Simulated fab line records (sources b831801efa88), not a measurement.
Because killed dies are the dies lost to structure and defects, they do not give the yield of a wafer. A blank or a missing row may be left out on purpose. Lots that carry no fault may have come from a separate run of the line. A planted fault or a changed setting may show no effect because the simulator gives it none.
Chamber matching    flow sky130    rie diel-02 running SKY_VIA1_ETCH_14: 4 sister chambers
The step etches BARC in N2/H2, stops on SiO2, time 45.9 s, target depth 60 nm. 4 wafers are shown with their chamber, then 12 later ones without.

## WAFERS, EACH WITH ITS CHAMBER
wafer   chamber  drypump motor current A (A)
L085.5  0        5.7
L088.5  3        6.5
L089.1  1        6.1
L089.5  2        6.2

## WAFERS WITHOUT THEIR CHAMBER
wafer   drypump motor current A (A)
L090.1  5.8
L090.4  6.4
L090.5  6.1
L091.2  6.2
L091.3  6.1
L091.5  6.2
L094.1  6.5
L094.4  6.2
L094.5  5.7
L097.1  5.7
L097.4  6.1
L097.6  6.1

## WHICH CHAMBER EACH ONE RAN IN
wafer   from the rows above  in truth
L090.1  0                    0
L090.4  3                    3
L090.5  1                    1
L091.2  2                    2
L091.3  1                    1
L091.5  2                    2
L094.1  3                    3
L094.4  2                    2
L094.5  0                    0
L097.1  0                    0
L097.4  1                    1
L097.6  1                    1
12 of 12 placed correctly. Can't be placed from these rows: 0. Wrongly placed: 0.
How it was worked out, from the rows above alone: a wafer's distance from a chamber is the root of the sum, over the readings, of the square of ((its reading less the chamber's mean) divided by the reading's scatter). If the next closest chamber is less than 2 further off than the closest, the wafer can't be placed; otherwise it belongs to the closest. A chamber's mean is the mean of its shown wafers. The scatter: with one shown wafer a chamber, the root of the mean of the squares of how far each hidden wafer lies from its nearest shown one.
